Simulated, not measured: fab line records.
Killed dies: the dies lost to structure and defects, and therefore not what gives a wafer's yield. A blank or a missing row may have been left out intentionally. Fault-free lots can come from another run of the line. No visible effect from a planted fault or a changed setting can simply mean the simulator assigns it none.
fab line records	flow gf180mcu	part 2 of 2: steps 29 to 43 of 43
record lots=5	wafers=15	last-day=34
route steps=602 shown V1@355 M2@362 V2@382
lots untouched by any fault: they come from a run of this same line in which no faults occurred
start-h: hours from the record's opening day to when the first of the lot's shown wafers began	wait-h: time in hours since the lot's previous step	" the same as in the row above	L1.1+2: a single row standing in for several wafers	- no value, or no start was given	* or withheld: withheld	< > ~ a bound
route shown NAME@n: a module of which the file shows steps, and the number in the route of the first	usual: average and standard deviation across the fault-free wafers	same: alike in all rows	chamber/n: place in a boat	sites: the reading at each site	_std_site: standard deviation across them	_edge_site: inner sites' mean taken away from outer sites' mean	radius-mm: for every site, how far away it sits from the centre of the wafer	mask NAME#n: copy n	behind: the tool/chamber that last shaped the wafer	hold: why the lot went on hold/how many hours it stayed there/how the hold came to an end	device: names the non-switching transistor (n, p or np)	end of line: the same wafers' tests at the end of the route	a step without rows: its recipe alone	killed: dies lost to structure and defects at the first sort, not the wafer's yield	map: a wafer's dies, x killed, . not, _ none there
set.NAME: setting as actually run; set.NAME@STEP: the setting as run at that earlier step	model.NAME: the simulator's own value behind a step, which no gauge read
lots at selected steps of the route; one table per step, one row per wafer
services: when a tool's chamber went out of use (start-h, in hours from the record's first day, below 0 if earlier), for how many hours, and the reason
## steps
# step GF_V2_THK_MEAS_01
# recipe reads=SiO2_of_V2_CVD_00
# usual V2_CVD_00_THK=601/6
lot.wafer	tool	chamber	start-h	wait-h	V2_CVD_00_THK[nm]
L078.3	film-metro-02	-	475.53	0.1	597
L078.4	"	-	"	"	595
L078.6	"	-	"	"	591
L081.1	film-metro-02	-	491.53	0.0	608
L081.3	"	-	"	"	605
L081.4	"	-	"	"	592
L083.1	film-metro-04	-	512.88	0.0	609
L083.3	"	-	"	"	609
L083.6	"	-	"	"	604
L090.4	film-metro-02	-	568.95	0.0	602
L090.5	"	-	"	"	598
L090.6	"	-	"	"	597
L096.2	film-metro-04	-	623.67	0.0	604
L096.3	"	-	"	"	613
L096.5	"	-	"	"	610
# step GF_V2_CVD_02
# recipe material=SiO2	target-thk-nm=850	precursor=TEOS	temp-c=400	time-s=94.851	rf-w=600
# usual heater-power-w=583/95
lot.wafer	tool	chamber	start-h	wait-h	heater-power-w
L078.3	pecvd-02	2	475.61	0.1	602
L078.4	"	1	"	"	445
L078.6	"	2	"	"	634
L081.1	pecvd-01	2	491.59	0.1	643
L081.3	"	1	"	"	721
L081.4	"	1	"	"	740
L083.1	pecvd-02	1	512.94	0.1	429
L083.3	"	2	"	"	558
L083.6	"	2	"	"	586
L090.4	pecvd-03	0	569.02	0.1	480
L090.5	"	2	"	"	724
L090.6	"	1	"	"	617
L096.2	pecvd-03	0	623.72	0.0	648
L096.3	"	2	"	"	673
L096.5	"	0	"	"	515
# step GF_V2_THK_MEAS_03
# recipe reads=SiO2_of_V2_CVD_02
# usual V2_CVD_02_THK=848/10
lot.wafer	tool	chamber	start-h	wait-h	V2_CVD_02_THK[nm]
L078.3	film-metro-01	-	475.69	0.1	849
L078.4	"	-	"	"	853
L078.6	"	-	"	"	840
L081.1	film-metro-01	-	491.66	0.0	845
L081.3	"	-	"	"	850
L081.4	"	-	"	"	863
L083.1	film-metro-02	-	513.01	0.0	834
L083.3	"	-	"	"	819
L083.6	"	-	"	"	836
L090.4	film-metro-04	-	569.08	0.0	865
L090.5	"	-	"	"	859
L090.6	"	-	"	"	850
L096.2	film-metro-04	-	623.79	0.0	849
L096.3	"	-	"	"	846
L096.5	"	-	"	"	856
# step GF_V2_CMP_04
# recipe material=SiO2	down-force-psi=4	platen-rpm=60	pad-velocity-m-s=0.94248
# usual motor-current-A=12.3/1.8	time-to-endpoint-s=78/5
lot.wafer	tool	chamber	start-h	wait-h	motor-current-A	time-to-endpoint-s
L078.4	cmp-02	0	475.91	0.2	11.3	78
L078.3	"	1	"	"	9.3	76
L078.6	"	0	"	"	11.5	72
L081.1	cmp-02	3	491.72	0.1	12.2	77
L081.3	"	1	"	"	9.3	78
L081.4	"	2	"	"	13.7	86
L083.3	cmp-01	3	513.07	0.0	14.8	67
L083.1	"	2	"	"	10.6	78
L083.6	"	0	"	"	12.2	73
L090.4	cmp-01	3	569.26	0.2	14.1	86
L090.5	"	0	"	"	12.6	85
L090.6	"	1	"	"	14.4	86
L096.3	cmp-02	0	623.94	0.1	11.5	71
L096.2	"	1	"	"	9.2	76
L096.5	"	3	"	"	12.3	79
# step GF_V2_BOW_MEAS_05
# recipe mode=bow
# usual V2_BOW=98/8.5
lot.wafer	tool	chamber	start-h	wait-h	V2_BOW[um]
L078.3	film-metro-01	-	476.20	0.2	107
L078.4	"	-	"	"	97
L078.6	"	-	"	"	98
L081.1	film-metro-04	-	492.02	0.2	103
L081.3	"	-	"	"	97
L081.4	"	-	"	"	91
L083.1	film-metro-01	-	513.41	0.1	91
L083.3	"	-	"	"	102
L083.6	"	-	"	"	95
L090.4	film-metro-01	-	569.47	0.2	108
L090.5	"	-	"	"	110
L090.6	"	-	"	"	98
L096.2	film-metro-02	-	624.16	0.1	96
L096.3	"	-	"	"	114
L096.5	"	-	"	"	99
# step GF_V2_DEHYDRATE_06
# recipe temp-c=200	time-s=60
lot.wafer	tool	chamber	start-h	wait-h
L078.3+4+6	litho-track-04	0	487.71	11.5
L081.1+3+4	litho-track-04	0	503.26	11.2
L083.1+3+6	litho-track-01	0	524.14	10.7
L090.4+5+6	litho-track-01	0	580.51	11.0
L096.2+3+5	litho-track-03	0	633.11	8.9
# step GF_V2_HMDS_07
# recipe prime-time-s=60	prime-temp-c=120
lot.wafer	tool	chamber	start-h	wait-h
L078.3+4+6	litho-track-04	0	487.86	0.1
L081.1+3+4	litho-track-04	0	503.41	0.1
L083.1+3+6	litho-track-01	0	524.29	0.1
L090.4+5+6	litho-track-01	0	580.66	0.1
L096.2+3+5	litho-track-03	0	633.26	0.1
# step GF_V2_COAT_08
# recipe resist=BARC	temp-c=withheld	time-s=withheld	spin-rpm=withheld	resist-thk-nm=withheld
lot.wafer	tool	chamber	start-h	wait-h
L078.3+4+6	litho-track-04	0	488.01	0.1
L081.1+3+4	litho-track-04	0	503.56	0.1
L083.1+3+6	litho-track-01	0	524.44	0.1
L090.4+5+6	litho-track-01	0	580.81	0.1
L096.2+3+5	litho-track-03	0	633.41	0.1
# step GF_V2_COAT_09
# recipe resist=KrF	spin-rpm=withheld	resist-thk-nm=1000
lot.wafer	tool	chamber	start-h	wait-h
L078.3+4+6	litho-track-04	0	-	-
L081.1+3+4	litho-track-04	0	-	-
L083.1+3+6	litho-track-01	0	-	-
L090.4+5+6	litho-track-01	0	-	-
L096.2+3+5	litho-track-03	0	-	-
# step GF_V2_SOFTBAKE_10
# recipe temp-c=130	time-s=60	resist=KrF
lot.wafer	tool	chamber	start-h	wait-h
L078.3+4+6	litho-track-04	0	-	-
L081.1+3+4	litho-track-04	0	-	-
L083.1+3+6	litho-track-01	0	-	-
L090.4+5+6	litho-track-01	0	-	-
L096.2+3+5	litho-track-03	0	-	-
# step GF_V2_EXPOSE_11
# recipe mask-id=Via2	target-cd-nm=260	na=0.68	source-shape=conventional	sigma-outer=0.6	dose-mj=38
lot.wafer	tool	chamber	start-h	wait-h	mask
L078.3+4+6	krf-scanner-01	0	-	-	Via2#0
L081.1+3+4	krf-scanner-02	0	-	-	Via2#0
L083.1+3+6	krf-scanner-01	0	-	-	Via2#0
L090.4+5+6	krf-scanner-02	0	-	-	Via2#0
L096.2+3+5	krf-scanner-02	0	-	-	Via2#0
# step GF_V2_PEB_12
# recipe peb-temp-c=135	peb-time-s=90	resist=KrF
lot.wafer	tool	chamber	start-h	wait-h
L078.3+4+6	litho-track-04	0	-	-
L081.1+3+4	litho-track-01	0	-	-
L083.1+3+6	litho-track-03	0	-	-
L090.4+5+6	litho-track-03	0	-	-
L096.2+3+5	litho-track-03	0	-	-
# step GF_V2_DEVELOP_13
# recipe develop-time-s=60	resist=KrF	dev-temp-c=21
lot.wafer	tool	chamber	start-h	wait-h
L078.3+4+6	litho-track-04	0	499.81	0.1
L081.1+3+4	litho-track-01	0	515.24	0.2
L083.1+3+6	litho-track-03	0	536.33	0.2
L090.4+5+6	litho-track-03	0	590.86	0.1
L096.2+3+5	litho-track-03	0	643.31	0.2
# step GF_V2_CD_MEAS_14
# recipe target-cd-nm=260
# usual cd-nm=260.4/1.2
lot.wafer	tool	chamber	start-h	wait-h	cd-nm
L078.3	cd-sem-02	-	499.95	0.1	260.7
L078.4	"	-	"	"	260.4
L078.6	"	-	"	"	260.0
L081.1	cd-sem-01	-	515.39	0.1	259.2
L081.3	"	-	"	"	260.7
L081.4	"	-	"	"	260.4
L083.1	cd-sem-01	-	536.48	0.1	259.5
L083.3	"	-	"	"	259.0
L083.6	"	-	"	"	258.7
L090.4	cd-sem-01	-	590.99	0.1	258.6
L090.5	"	-	"	"	258.8
L090.6	"	-	"	"	259.4
L096.2	cd-sem-02	-	643.45	0.1	260.1
L096.3	"	-	"	"	259.7
L096.5	"	-	"	"	259.9
# step GF_V2_OVL_MEAS_15
# usual V2_OVL=0/4.6
lot.wafer	tool	chamber	start-h	wait-h	V2_OVL[nm]
L078.3	overlay-02	-	500.04	0.1	9
L078.4	"	-	"	"	0
L078.6	"	-	"	"	2
L081.1	overlay-02	-	515.51	0.1	-1
L081.3	"	-	"	"	-2
L081.4	"	-	"	"	1
L083.1	overlay-02	-	536.60	0.1	-1
L083.3	"	-	"	"	0
L083.6	"	-	"	"	7
L090.4	overlay-01	-	591.08	0.1	9
L090.5	"	-	"	"	0
L090.6	"	-	"	"	4
L096.2	overlay-02	-	643.56	0.1	-1
L096.3	"	-	"	"	-3
L096.5	"	-	"	"	1
## services
tool	chamber	start-h	hours	kind
cmp-02	-	426.48	1.9	repair
krf-scanner-02	-	440.04	1.3	pm
krf-scanner-01	-	442.35	0.5	repair
krf-scanner-02	-	442.35	8.5	repair
cmp-02	-	447.41	1.7	repair
krf-scanner-01	-	450.83	8.0	pm
krf-scanner-02	-	454.02	0.5	repair
krf-scanner-01	-	463.60	1.0	pm
krf-scanner-02	-	474.78	0.2	repair
krf-scanner-01	-	485.10	0.8	pm
krf-scanner-02	-	486.77	0.8	pm
wet-bench-03	-	493.55	1.2	repair
krf-scanner-02	-	502.48	0.6	repair
cmp-02	-	507.74	8.4	pm
cvd-w-02	-	513.18	1.1	repair
krf-scanner-01	-	516.59	4.0	pm
krf-scanner-01	-	521.54	0.2	repair
krf-scanner-02	-	530.91	0.3	repair
krf-scanner-01	-	567.56	1.3	pm
krf-scanner-02	-	590.05	1.0	pm
pvd-sputter-04	-	615.04	2.4	repair
krf-scanner-02	-	615.94	1.3	pm
cmp-02	-	624.80	6.6	pm
krf-scanner-01	-	632.58	1.0	pm
